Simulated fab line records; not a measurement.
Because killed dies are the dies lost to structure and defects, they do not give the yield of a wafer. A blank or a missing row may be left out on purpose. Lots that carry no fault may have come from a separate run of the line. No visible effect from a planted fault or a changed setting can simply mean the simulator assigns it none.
fab line records    flow sky130
record lots=5  wafers=15  lastDay=50
route steps=708 shown LDD_N@247 LDD_P@255 LDD_HVN@267 LDD_HVP@278 PAD_OPEN@708
lots with no fault: from the same line, run without faults
startH: start of the lot's first displayed wafer, in hours after the record's first day    waitH: how many hours have passed since the lot's step before this one    " identical to the entry in the row above    L1.1+2: one row covering several wafers at once    - value missing, or start not given    * or withheld: withheld    < > ~ a bound
route shown NAME@n: a module of which the file shows steps, and the number in the route of the first    usual: mean/standard deviation of fault-free wafers    same: alike in all rows    chamber/n: place in a boat    sites: each site's reading    _std_site: the standard deviation of these    _edge_site: outer sites' mean less inner sites'    radiusMm: how far each site lies from the wafer's centre    mask NAME#n: copy n    behind: the tool/chamber that last shaped the wafer    hold: the reason the lot was held/the length of the hold in hours/how it ended    device: the n, p or np transistor that did not switch    end of line: the same wafers' tests at the end of the route    for a step that has no rows: nothing shown but its recipe    killed: at the first sort, the dies lost to defects and structure; wafer yield is something else    map: per-die view of a wafer (x killed, . not killed, _ where there is no die)
set.NAME: the setting the step ran with; set.NAME@STEP: the setting that earlier step ran with    model.NAME: the simulator's own value behind a step, which no gauge read
certain route steps with their lots: each step a table, each wafer a row
services: the hour from which a tool's chamber was out of use, counted from the record's first day as startH (under 0 if before that day), plus the number of hours and why
## steps
# step SKY_LDD_N_IMPLANT_10
# recipe species=As  energyKev=20  doseCm2=7.5e+13  tiltDeg=withheld  rotationDeg=203
# step SKY_LDD_N_IMPLANT_11
# recipe species=As  energyKev=20  doseCm2=7.5e+13  tiltDeg=withheld  rotationDeg=293
# step SKY_LDD_N_IMPLANT_12
# recipe species=BF2  energyKev=50  doseCm2=5e+12  tiltDeg=30  rotationDeg=0
# step SKY_LDD_N_IMPLANT_13
# recipe species=BF2  energyKev=50  doseCm2=5e+12  tiltDeg=30  rotationDeg=90
# step SKY_LDD_N_IMPLANT_14
# recipe species=BF2  energyKev=50  doseCm2=5e+12  tiltDeg=30  rotationDeg=180
# step SKY_LDD_N_IMPLANT_15
# recipe species=BF2  energyKev=50  doseCm2=5e+12  tiltDeg=30  rotationDeg=270
# step SKY_LDD_N_STRIP_16
# recipe chemistry=O2/N2  powerW=1400  pressureMtorr=1500  platenTempC=withheld  o2FlowSccm=3000  n2FlowSccm=300  overashFraction=0.5
# usual chamberPressureMTorr=1500.1/1.3  drypumpMotorCurrentA=5.4/0.54  oesProductAu=0.407/0.0044  stripTimeToEndpointS=4.319/0.014
lot.wafer  tool            chamber  startH  waitH  chamberPressureMTorr  drypumpMotorCurrentA  oesProductAu  rfHoursCounterH  stripTimeToEndpointS
L760.1     plasmaAsher-04  1        474.22  0.1    1500.1                5.2                   0.409         3                4.305
L760.2     "               0        "       "      1499.2                5.7                   0.397         3                4.310
L760.3     "               0        "       "      1500.1                5.7                   0.402         -                4.329
L763.2     plasmaAsher-03  1        486.75  0.1    1499.2                4.9                   0.409         34               4.328
L763.3     "               1        "       "      1499.7                4.9                   0.404         -                4.316
L763.4     "               0        "       "      1500.3                4.9                   0.406         -                4.329
L772.3     plasmaAsher-04  0        542.38  0.1    1500.7                5.7                   0.400         -                4.316
L772.4     "               1        "       "      1500.6                5.2                   0.404         -                4.315
L772.5     "               1        "       "      1498.6                5.2                   0.408         -                4.317
L775.2     plasmaAsher-02  1        564.68  0.1    1501.4                6.4                   0.409         77               4.332
L775.5     "               1        "       "      1501.7                6.4                   0.412         -                4.334
L775.6     "               0        "       "      1500.2                5.8                   0.401         -                4.333
L777.2     plasmaAsher-02  1        587.16  0.1    1500.3                6.4                   0.400         79               4.317
L777.4     "               1        "       "      1497.2                6.4                   0.402         -                4.307
L777.5     "               0        "       "      1499.8                5.9                   0.404         -                4.305
# step SKY_LDD_N_TW_MEAS_17
# usual LDD_N_TW=2597/14
lot.wafer  tool          chamber  startH  waitH  LDD_N_TW
L760.1     filmMetro-01  -        474.32  0.1    2580
L760.2     "             -        "       "      2591
L760.3     "             -        "       "      2587
L763.2     filmMetro-03  -        486.86  0.1    2577
L763.3     "             -        "       "      2581
L763.4     "             -        "       "      2567
L772.3     filmMetro-04  -        542.47  0.1    2608
L772.4     "             -        "       "      2600
L772.5     "             -        "       "      2603
L775.2     filmMetro-04  -        564.79  0.1    2627
L775.5     "             -        "       "      2616
L775.6     "             -        "       "      2615
L777.2     filmMetro-04  -        587.27  0.1    2622
L777.4     "             -        "       "      2609
L777.5     "             -        "       "      2625
# step SKY_LDD_P_DEHYDRATE_00
# recipe tempC=200  timeS=60
# step SKY_LDD_P_HMDS_01
# recipe primeTimeS=60  primeTempC=120
# step SKY_LDD_P_COAT_02
# recipe resist=NOVOLAK  spinRpm=3000  resistThkNm=1140
# step SKY_LDD_P_SOFTBAKE_03
# recipe tempC=90  timeS=62.37  resist=NOVOLAK
# usual plateSensorTCentreC=90.758/0.0088  plateSensorTEdgeC=90.829/0.0091
lot.wafer  tool           chamber  startH  waitH  plateSensorTCentreC  plateSensorTEdgeC
L760.1     lithoTrack-04  0        489.63  0.1    90.754               90.827
L760.2     "              0        "       "      90.746               90.821
L760.3     "              0        "       "      90.759               90.826
L763.2     lithoTrack-01  0        501.89  0.1    90.755               90.839
L763.3     "              0        "       "      90.757               90.833
L763.4     "              0        "       "      90.76                90.826
L772.3     lithoTrack-03  0        557.36  0.1    90.764               90.83
L772.4     "              0        "       "      90.751               90.821
L772.5     "              0        "       "      90.766               90.831
L775.2     lithoTrack-04  0        579.60  0.1    90.744               90.826
L775.5     "              0        "       "      90.766               90.824
L775.6     "              0        "       "      90.764               90.829
L777.2     lithoTrack-04  0        602.35  0.1    90.758               90.836
L777.4     "              0        "       "      90.76                90.84
L777.5     "              0        "       "      90.76                90.838
# step SKY_LDD_P_EXPOSE_04
# recipe maskId=PSDM  na=0.6  sourceShape=conventional  sigmaOuter=0.6  polarization=unpolarized  targetCdNm=380  doseMj=138
# usual exposureDoseMJCm2=137.85/0.15
lot.wafer  tool             chamber  startH  waitH  mask     exposureDoseMJCm2
L760.1     ilineStepper-02  0        489.78  -      PSDM#0   137.76
L760.2     "                0        "       "      PSDM#0   137.73
L760.3     "                0        "       "      PSDM#0   137.64
L763.2     ilineStepper-01  0        502.04  -      HVPTM#0  137.95
L763.3     "                0        "       "      HVPTM#0  138.02
L763.4     "                0        "       "      HVPTM#0  138.25
L772.3     ilineStepper-02  0        557.50  -      PSDM#0   137.84
L772.4     "                0        "       "      PSDM#0   137.82
L772.5     "                0        "       "      PSDM#0   138.06
L775.2     ilineStepper-01  0        579.87  -      PSDM#0   137.95
L775.5     "                0        "       "      PSDM#0   137.84
L775.6     "                0        "       "      PSDM#0   137.61
L777.2     ilineStepper-01  0        602.50  -      PSDM#0   137.59
L777.4     "                0        "       "      PSDM#0   137.68
L777.5     "                0        "       "      PSDM#0   137.82
# step SKY_LDD_P_PEB_05
# recipe tempC=withheld  timeS=*  resist=NOVOLAK
# step SKY_LDD_P_DEVELOP_06
# recipe resist=NOVOLAK  developer=TMAH  developTimeS=60  devTempC=23
# step SKY_LDD_P_CD_MEAS_07
# recipe targetCdNm=380
# usual cdNm=380.2/2.8
lot.wafer  tool      chamber  startH  waitH  cdNm
L760.1     cdSem-01  -        504.17  0.1    377.4
L760.2     "         -        "       "      379.1
L760.3     "         -        "       "      381.4
L763.2     cdSem-01  -        517.13  0.1    -
L763.3     "         -        "       "      -
L763.4     "         -        "       "      -
L772.3     cdSem-01  -        572.02  0.1    377.6
L772.4     "         -        "       "      377.5
L772.5     "         -        "       "      379.1
L775.2     cdSem-02  -        594.64  0.1    380.1
L775.5     "         -        "       "      377.7
L775.6     "         -        "       "      379.4
L777.2     cdSem-02  -        616.99  0.1    381.2
L777.4     "         -        "       "      377.6
L777.5     "         -        "       "      381.8
# step SKY_LDD_P_OVL_MEAS_08
# usual LDD_P_OVL=-0.3/1.2
lot.wafer  tool        chamber  startH  waitH  LDD_P_OVL[nm]
L760.1     overlay-01  -        504.29  0.1    0.3
L760.2     "           -        "       "      1.5
L760.3     "           -        "       "      -0.9
L763.2     overlay-01  -        517.24  0.1    -
L763.3     "           -        "       "      -
L763.4     "           -        "       "      -
L772.3     overlay-01  -        572.11  0.1    0.6
L772.4     "           -        "       "      1.6
L772.5     "           -        "       "      0.7
L775.2     overlay-02  -        594.74  0.1    -0.9
L775.5     "           -        "       "      -0.3
L775.6     "           -        "       "      0.2
L777.2     overlay-02  -        617.09  0.1    -1.7
L777.4     "           -        "       "      -3.1
L777.5     "           -        "       "      -1.9
# step SKY_LDD_P_IMPLANT_09
# recipe species=BF2  energyKev=25  doseCm2=1e+13  tiltDeg=withheld
# step SKY_LDD_P_STRIP_10
# recipe chemistry=O2/N2  powerW=1400  pressureMtorr=1500  platenTempC=withheld  o2FlowSccm=3000  n2FlowSccm=300  overashFraction=0.5
# usual chamberPressureMTorr=1500.1/1.3  drypumpMotorCurrentA=5.2/0.44  oesProductAu=0.716/0.0044  stripTimeToEndpointS=14.18/0.031
lot.wafer  tool            chamber  startH  waitH  chamberPressureMTorr  drypumpMotorCurrentA  oesProductAu  rfHoursCounterH  stripTimeToEndpointS
L760.1     plasmaAsher-01  0        504.47  0.1    1497.8                6.0                   0.717         81               14.15
L760.2     "               1        "       "      1498.4                5.0                   0.720         81               14.17
L760.3     "               1        "       "      1500.0                5.0                   0.710         -                14.17
L763.2     plasmaAsher-04  0        517.42  0.1    1499.1                5.7                   0.711         7                14.14
L763.3     "               1        "       "      1501.2                5.2                   0.730         -                14.16
L763.4     "               0        "       "      1502.2                5.7                   0.713         -                14.09
L772.3     plasmaAsher-01  1        572.32  0.1    1501.8                5.0                   0.713         -                14.17
L772.4     "               0        "       "      1499.7                6.0                   0.716         -                14.19
L772.5     "               0        "       "      1504.0                6.0                   0.721         -                14.21
L775.2     plasmaAsher-03  1        594.92  0.1    1502.5                4.9                   0.713         44               14.21
L775.5     "               1        "       "      1500.0                4.9                   0.718         -                14.19
L775.6     "               0        "       "      1501.1                4.9                   0.712         -                14.21
L777.2     plasmaAsher-01  1        617.27  0.1    1498.8                5.0                   0.719         92               14.14
L777.4     "               0        "       "      1501.7                6.1                   0.716         -                14.15
L777.5     "               1        "       "      1500.2                4.9                   0.715         -                14.13
# step SKY_LDD_P_TW_MEAS_11
# usual LDD_P_TW=640/3.2
lot.wafer  tool          chamber  startH  waitH  LDD_P_TW
L760.1     filmMetro-02  -        504.57  0.1    641
L760.2     "             -        "       "      645
L760.3     "             -        "       "      643
L763.2     filmMetro-03  -        517.53  0.1    30
L763.3     "             -        "       "      30
L763.4     "             -        "       "      30
L772.3     filmMetro-03  -        572.40  0.1    636
L772.4     "             -        "       "      635
L772.5     "             -        "       "      638
L775.2     filmMetro-03  -        595.03  0.1    639
L775.5     "             -        "       "      641
L775.6     "             -        "       "      634
L777.2     filmMetro-02  -        617.38  0.1    633
L777.4     "             -        "       "      636
L777.5     "             -        "       "      639
# step SKY_LDD_HVN_DEHYDRATE_00
# recipe tempC=200  timeS=60
# step SKY_LDD_HVN_HMDS_01
# recipe primeTimeS=60  primeTempC=120
# step SKY_LDD_HVN_COAT_02
# recipe resist=NOVOLAK  spinRpm=3000  resistThkNm=300
# step SKY_LDD_HVN_SOFTBAKE_03
# recipe tempC=90  timeS=60  resist=NOVOLAK
# step SKY_LDD_HVN_EXPOSE_04
# recipe maskId=HVNTM  na=0.6  sourceShape=conventional  sigmaOuter=0.6  polarization=unpolarized  targetCdNm=700  doseMj=127
# step SKY_LDD_HVN_PEB_05
# recipe tempC=withheld  timeS=*  resist=NOVOLAK
# step SKY_LDD_HVN_DEVELOP_06
# recipe resist=NOVOLAK  developer=TMAH  developTimeS=60  devTempC=23
# step SKY_LDD_HVN_OVL_MEAS_07
# usual LDD_HVN_OVL=0.2/1.2
lot.wafer  tool        chamber  startH  waitH  LDD_HVN_OVL[nm]
L760.1     overlay-01  -        534.89  0.1    -0.6
L760.2     "           -        "       "      -0.7
L760.3     "           -        "       "      -0.8
L763.2     overlay-01  -        548.05  0.1    -0.8
L763.3     "           -        "       "      -1.7
L763.4     "           -        "       "      -1.8
L772.3     overlay-01  -        602.38  0.1    -0.4
L772.4     "           -        "       "      0.8
L772.5     "           -        "       "      1.0
L775.2     overlay-02  -        624.82  0.1    -1.2
L775.5     "           -        "       "      -0.4
L775.6     "           -        "       "      0.3
L777.2     overlay-01  -        645.75  0.1    1.5
L777.4     "           -        "       "      1.9
L777.5     "           -        "       "      -0.8
# step SKY_LDD_HVN_IMPLANT_08
# recipe species=P  energyKev=60  doseCm2=3.073e+13  tiltDeg=40
# step SKY_LDD_HVN_STRIP_09
# recipe chemistry=O2/N2  powerW=1400  pressureMtorr=1500  platenTempC=withheld  o2FlowSccm=3000  n2FlowSccm=300  overashFraction=0.5
# usual chamberPressureMTorr=1500.0/1.4  drypumpMotorCurrentA=5.8/0.49  oesProductAu=0.408/0.0048  stripTimeToEndpointS=4.139/0.013
lot.wafer  tool            chamber  startH  waitH  chamberPressureMTorr  drypumpMotorCurrentA  oesProductAu  rfHoursCounterH  stripTimeToEndpointS
L760.1     plasmaAsher-01  1        535.08  0.1    1499.2                4.9                   0.413         84               4.149
L760.2     "               0        "       "      1500.3                6.0                   0.404         84               4.167
L760.3     "               0        "       "      1501.3                6.0                   0.412         -                4.142
L763.2     plasmaAsher-01  1        548.23  0.1    1497.3                4.9                   0.411         85               4.133
L763.3     "               1        "       "      1500.9                4.9                   0.404         -                4.136
L763.4     "               0        "       "      1499.9                6.0                   0.404         -                4.147
L772.3     plasmaAsher-02  0        602.59  0.1    1501.5                5.9                   0.402         -                4.134
L772.4     "               1        "       "      1500.8                6.4                   0.412         -                4.112
L772.5     "               0        "       "      1500.9                5.8                   0.405         -                4.141
L775.2     plasmaAsher-02  1        625.00  0.1    1498.5                6.4                   0.404         83               4.128
L775.5     "               1        "       "      1499.2                6.4                   0.405         -                4.140
L775.6     "               0        "       "      1498.7                5.8                   0.408         -                4.127
L777.2     plasmaAsher-01  0        645.93  0.1    1500.3                6.0                   0.409         95               4.171
L777.4     "               0        "       "      1499.9                6.0                   0.401         -                4.123
L777.5     "               0        "       "      1500.6                6.0                   0.412         -                4.134
# step SKY_LDD_HVN_TW_MEAS_10
# usual LDD_HVN_TW=1457/8.3
lot.wafer  tool          chamber  startH  waitH  LDD_HVN_TW
L760.1     filmMetro-01  -        535.18  0.1    1453
L760.2     "             -        "       "      1450
L760.3     "             -        "       "      1459
L763.2     filmMetro-04  -        548.34  0.1    1455
L763.3     "             -        "       "      1456
L763.4     "             -        "       "      1453
L772.3     filmMetro-01  -        602.67  0.1    1450
L772.4     "             -        "       "      1433
L772.5     "             -        "       "      1445
L775.2     filmMetro-04  -        625.11  0.1    1462
L775.5     "             -        "       "      1457
L775.6     "             -        "       "      1463
L777.2     filmMetro-01  -        646.04  0.1    1453
L777.4     "             -        "       "      1450
L777.5     "             -        "       "      1459
# step SKY_LDD_HVP_DEHYDRATE_00
# recipe tempC=200  timeS=60
# step SKY_LDD_HVP_HMDS_01
# recipe primeTimeS=60  primeTempC=120
# step SKY_LDD_HVP_COAT_02
# recipe resist=NOVOLAK  spinRpm=3000  resistThkNm=300
# step SKY_LDD_HVP_SOFTBAKE_03
# recipe tempC=90  timeS=60  resist=NOVOLAK
# step SKY_LDD_HVP_EXPOSE_04
# recipe maskId=HVPTM  na=0.6  sourceShape=conventional  sigmaOuter=0.6  polarization=unpolarized  targetCdNm=700  doseMj=86
# step SKY_LDD_HVP_PEB_05
# recipe tempC=withheld  timeS=*  resist=NOVOLAK
# step SKY_LDD_HVP_DEVELOP_06
# recipe resist=NOVOLAK  developer=TMAH  developTimeS=60  devTempC=23
# step SKY_LDD_HVP_OVL_MEAS_07
# usual LDD_HVP_OVL=1.0/1.5
lot.wafer  tool        chamber  startH  waitH  LDD_HVP_OVL[nm]
L760.1     overlay-01  -        565.16  0.1    1.3
L760.2     "           -        "       "      0.1
L760.3     "           -        "       "      0.5
L763.2     overlay-01  -        577.42  0.1    0.9
L763.3     "           -        "       "      0.7
L763.4     "           -        "       "      2.2
L772.3     overlay-01  -        631.76  0.1    0.0
L772.4     "           -        "       "      1.6
L772.5     "           -        "       "      2.8
L775.2     overlay-01  -        653.05  0.1    1.2
L775.5     "           -        "       "      2.5
L775.6     "           -        "       "      3.3
L777.2     overlay-01  -        674.72  0.1    -0.4
L777.4     "           -        "       "      1.6
L777.5     "           -        "       "      0.6
# step SKY_LDD_HVP_IMPLANT_08
# recipe species=B  energyKev=20  doseCm2=1.7e+13  tiltDeg=17.9
# step SKY_LDD_HVP_STRIP_09
# recipe chemistry=O2/N2  powerW=1400  pressureMtorr=1500  platenTempC=withheld  o2FlowSccm=3000  n2FlowSccm=300  overashFraction=0.5
# usual chamberPressureMTorr=1500.0/1.3  drypumpMotorCurrentA=5.5/0.59  oesProductAu=0.409/0.0045  stripTimeToEndpointS=4.138/0.016
lot.wafer  tool            chamber  startH  waitH  chamberPressureMTorr  drypumpMotorCurrentA  oesProductAu  rfHoursCounterH  stripTimeToEndpointS
L760.1     plasmaAsher-02  0        565.35  0.1    1499.3                5.8                   0.408         77               4.110
L760.2     "               1        "       "      1499.1                6.4                   0.404         77               4.109
L760.3     "               1        "       "      1498.9                6.4                   0.408         -                4.145
L763.2     plasmaAsher-01  1        577.60  0.1    1498.5                4.9                   0.408         88               4.160
L763.3     "               0        "       "      1499.7                6.0                   0.400         -                4.146
L763.4     "               1        "       "      1499.8                4.9                   0.403         -                4.152
L772.3     plasmaAsher-01  1        631.96  0.1    1500.7                4.9                   0.410         -                4.145
L772.4     "               0        "       "      1502.4                6.0                   0.410         -                4.157
L772.5     "               0        "       "      1497.0                6.1                   0.411         -                4.153
L775.2     plasmaAsher-01  0        653.23  0.1    1500.2                6.0                   0.412         95               4.140
L775.5     "               0        "       "      1500.5                6.0                   0.411         -                4.132
L775.6     "               1        "       "      1501.8                4.9                   0.412         -                4.125
L777.2     plasmaAsher-02  0        674.90  0.1    1499.1                5.8                   0.409         88               4.154
L777.4     "               1        "       "      1498.2                6.4                   0.411         -                4.149
L777.5     "               1        "       "      1500.0                6.4                   0.415         -                4.145
# step SKY_LDD_HVP_TW_MEAS_10
# usual LDD_HVP_TW=457.7/2.3
lot.wafer  tool          chamber  startH  waitH  LDD_HVP_TW
L760.1     filmMetro-01  -        565.45  0.1    458.7
L760.2     "             -        "       "      459.7
L760.3     "             -        "       "      457.3
L763.2     filmMetro-03  -        577.71  0.1    701.6
L763.3     "             -        "       "      698.6
L763.4     "             -        "       "      699.3
L772.3     filmMetro-03  -        632.05  0.1    455.9
L772.4     "             -        "       "      454.3
L772.5     "             -        "       "      459.0
L775.2     filmMetro-01  -        653.34  0.1    454.7
L775.5     "             -        "       "      454.4
L775.6     "             -        "       "      455.6
L777.2     filmMetro-03  -        675.01  0.1    456.5
L777.4     "             -        "       "      454.2
L777.5     "             -        "       "      453.9
# step SKY_PAD_OPEN_PROBE_99
# usual killed_at_M0_to_M3=44/7.2  killed_at_M4_up=3.2/1.8  killedAtContacts=24/5.4  killedAtFrontEnd=15/4  killedAtOther=0.3/0.56  killedDies=87/9.2  killedOnRim=17/4  killedOpen=47/7.3  killedShort=39/5.7
# same grossDies=492  killedAtBackSide=0
lot.wafer  tool       chamber  startH   waitH  killed_at_M0_to_M3  killed_at_M4_up  killedAtContacts  killedAtFrontEnd  killedAtOther  killedDies  killedOnRim  killedOpen  killedShort
L763.2     prober-01  -        1132.08  0.1    42                  2                16                432               0              492         96           46          33
L763.3     prober-01  -        1132.13  0.2    48                  4                26                414               0              492         96           54          37
L763.4     prober-01  -        1132.18  0.2    37                  6                35                413               1              492         96           52          43
# killed by level:class
L763.2 LDD_P:areaExpose=413 FIELD_ISO:geometricParticle:open=7 VIA1:geometricParticle:open=7 CONTACT:geometricParticle:open=7 VIA2:geometricParticle:open=7 METAL2:geometricParticle:short=6 METAL1:geometricParticle:short=5 VIA1:geometricParticle:short=5
L763.3 LDD_P:areaExpose=401 CONTACT:geometricParticle:open=14 VIA1:geometricParticle:open=14 VIA1:geometricParticle:short=8 LI_CONTACT:geometricParticle:open=5 VIA2:geometricParticle:open=5 METAL2:geometricParticle:short=5 METAL1:geometricParticle:open=4
L763.4 LDD_P:areaExpose=397 CONTACT:geometricParticle:open=11 VIA1:geometricParticle:open=8 LI_CONTACT:geometricParticle:open=7 LOCAL_INTERCONNECT:geometricParticle:short=7 POLY_GATE:geometricParticle:open=6 METAL1:geometricParticle:short=5 VIA3:geometricParticle:open=5
# map L763.2 (x killed, . not)
__________xxxxxxxxxx_________
________xxxxxxxxxxxxxx_______
______xxxxxxxxxxxxxxxxxx_____
_____xxxxxxxxxxxxxxxxxxxx____
____xxxxxxxxxxxxxxxxxxxxxx___
___xxxxxxxxxxxxxxxxxxxxxxxx__
__xxxxxxxxxxxxxxxxxxxxxxxxxx_
_xxxxxxxxxxxxxxxxxxxxxxxxxxxx
_xxxxxxxxxxxxxxxxxxxxxxxxxxxx
_xxxxxxxxxxxxxxxxxxxxxxxxxxxx
_xxxxxxxxxxxxxxxxxxxxxxxxxxxx
_xxxxxxxxxxxxxxxxxxxxxxxxxxxx
_xxxxxxxxxxxxxxxxxxxxxxxxxxxx
_xxxxxxxxxxxxxxxxxxxxxxxxxxxx
_xxxxxxxxxxxxxxxxxxxxxxxxxxxx
__xxxxxxxxxxxxxxxxxxxxxxxxxx_
___xxxxxxxxxxxxxxxxxxxxxxxx__
____xxxxxxxxxxxxxxxxxxxxxx___
_____xxxxxxxxxxxxxxxxxxxx____
______xxxxxxxxxxxxxxxxxx_____
________xxxxxxxxxxxxxx_______
__________xxxxxxxxxx_________
# map L775.5 (x killed, . not)
__________..x......x_________
________.............x_______
______x..x..x........x.._____
_____..x........x....x..x____
____.xx........xxx..x..x..___
___........x......x.x......__
__x............x....x......._
_.......x.....xx.x...........
_.......x.x..xx............x.
_x........x.xx..x.xx...xxx...
_xx.......x..........x.......
_x..xxx..x..x....x.xxx.....x.
_.....xx.......x.x....x..x...
_..........xxx..xx...x.x.....
_.x..............x.....x...x.
__.............x......x....._
___.....xx.x..xx.x.x..xx...__
____..x............x....x.___
_____......x.x..xx.......____
______...x...xx..x..x..._____
________...........x.._______
__________.......x.._________
## services
tool             chamber  startH  hours  kind
plasmaAsher-04   -        451.88  13.1   repair
plasmaAsher-03   -        453.11  4.3    pm
plasmaAsher-04   -        468.82  4.3    repair
lithoTrack-03    -        493.54  -      consumableReplace:filter
ilineStepper-02  -        563.05  1.7    pm
ilineStepper-01  0        586.07  -      calibration
ilineStepper-02  0        591.92  -      calibration
plasmaAsher-04   -        603.16  1.8    repair
ilineStepper-01  -        612.27  2.1    pm
ilineStepper-01  -        614.35  -      consumableReplace:lamp
ilineStepper-01  -        614.35  1.7    pm
ilineStepper-01  -        616.66  7.3    repair
plasmaAsher-02   -        625.30  2.4    repair
ilineStepper-01  -        628.64  6.3    repair
## key
firstSign step=SKY_LDD_P_EXPOSE_04  reading=mask  direction=changed
effect step=SKY_LDD_P_CD_MEAS_07  reading=cdNm  direction=missing
effect step=SKY_LDD_P_OVL_MEAS_08  reading=LDD_P_OVL  direction=missing
effect step=SKY_LDD_P_TW_MEAS_11  reading=LDD_P_TW  direction=down  sigmas=99+  usual=640  struck=30
effect step=SKY_LDD_HVP_TW_MEAS_10  reading=LDD_HVP_TW  direction=up  sigmas=99+  usual=457.7  struck=699.8
effect step=SKY_PAD_OPEN_PROBE_99  reading=killedAtFrontEnd  direction=up  sigmas=99+  usual=15  struck=420
moreKillsBornAt SKY_LDD_P_EXPOSE_04@ilineStepper-01=1211
metAt SKY_LDD_P_EXPOSE_04
struckWafers L763.2,L763.3,L763.4
testerLeftOut L763
fault kind=wrongMask  tool=any  chamber=-  onsetH=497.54  steps=SKY_LDD_P_EXPOSE_04  auxCopy=HVPTM#0  scope=struckLotsOnly
# testerLeftOut: of these lots the tester's yield and bins aren't shown, on N5 and GAA mostly nor the transistor test; their killed dies are dies lost to structure and defects alone, not to doping, threshold or leakage, so they don't give the yield
